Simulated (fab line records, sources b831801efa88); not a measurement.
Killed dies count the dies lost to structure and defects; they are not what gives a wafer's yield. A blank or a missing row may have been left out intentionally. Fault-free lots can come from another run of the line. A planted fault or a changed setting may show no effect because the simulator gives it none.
Problem report, 8D (eight disciplines) form, completed by code	flow gf180mcu	the parts of the form that need people (team, actions taken, sign-off) are left out

1. WHAT WENT WRONG
Wafers without a fault read 1.013e+12, standard deviation 1.2e+09; doseIonsCm2 at GF_VT_IMPLANT_IMPLANT_41 reads a mean of 9.974e+11 on 6 wafers belonging to 2 lots. That puts it -13 standard deviations away from the usual mean.
The first sign was on wafer L784.1 at day 8 22:39, on implanter-01. The record has a number at this step for 40 wafers belonging to 14 lots. Rule for "out", or "out of limits": more than 4 standard deviations from the usual mean. All remaining wafers that have a number are taken as sound.

2. WHAT THIS IS AND IS NOT
question	is	is not
which readings at this step	doseIonsCm2	-
which lots	L784, L787	L779, L780, L781, L782, L792, L794, L796, L797, L798, L799, L800, L802
which wafers of those lots	all that have a number	-
read on which tools	implanter-01	implanter-03, implanter-04
when	from day 8 22:39	up to then (11 sound wafers); but 23 sound wafers of L792, L794, L796, L797, L798, L799, L800, L802 came after

3. THE SUSPECTS, EACH WITH WHAT RULES IT OUT
Counting: a tool stays on the suspect list if, at a process step up to the reading, it processed all lots that are out and no sound lot following the first of them.
- implanter-01 at GF_VT_IMPLANT_IMPLANT_41: ruled out as a lasting fault. Sound lots L797, L800 ran on it after its first lot that is out, L784 (day 8 22:39).
Left after counting: nothing in the record.

4. THE CAUSE (what the simulator had put in)
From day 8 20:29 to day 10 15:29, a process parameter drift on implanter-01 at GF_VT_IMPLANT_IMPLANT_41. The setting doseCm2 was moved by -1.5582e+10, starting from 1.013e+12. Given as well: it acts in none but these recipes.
Counting ruled it out, wrongly.

5. THE CHAIN OF EFFECTS, in route order
Each row: a reading whose mean over the struck wafers that have a number lies more than 3 standard deviations from the usual. Only readings for which the record gives a usual standard deviation are gone through. hours: the time from each lot's start at the first step in this table that gives one to its start at this step, as a median over the lots. sigmas: the change in usual standard deviations.
hours	step	reading	usual	on struck wafers	change	sigmas
0	GF_VT_IMPLANT_IMPLANT_41	doseIonsCm2	1.013e+12	9.974e+11	-1.560e+10	-13
It contains these process steps:
- GF_VT_IMPLANT_IMPLANT_41

6. HOW IT WOULD HAVE BEEN CAUGHT EARLIER
In this record no reading fell out of limits until day 8 22:39, 2 hours after the fault had begun at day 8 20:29.
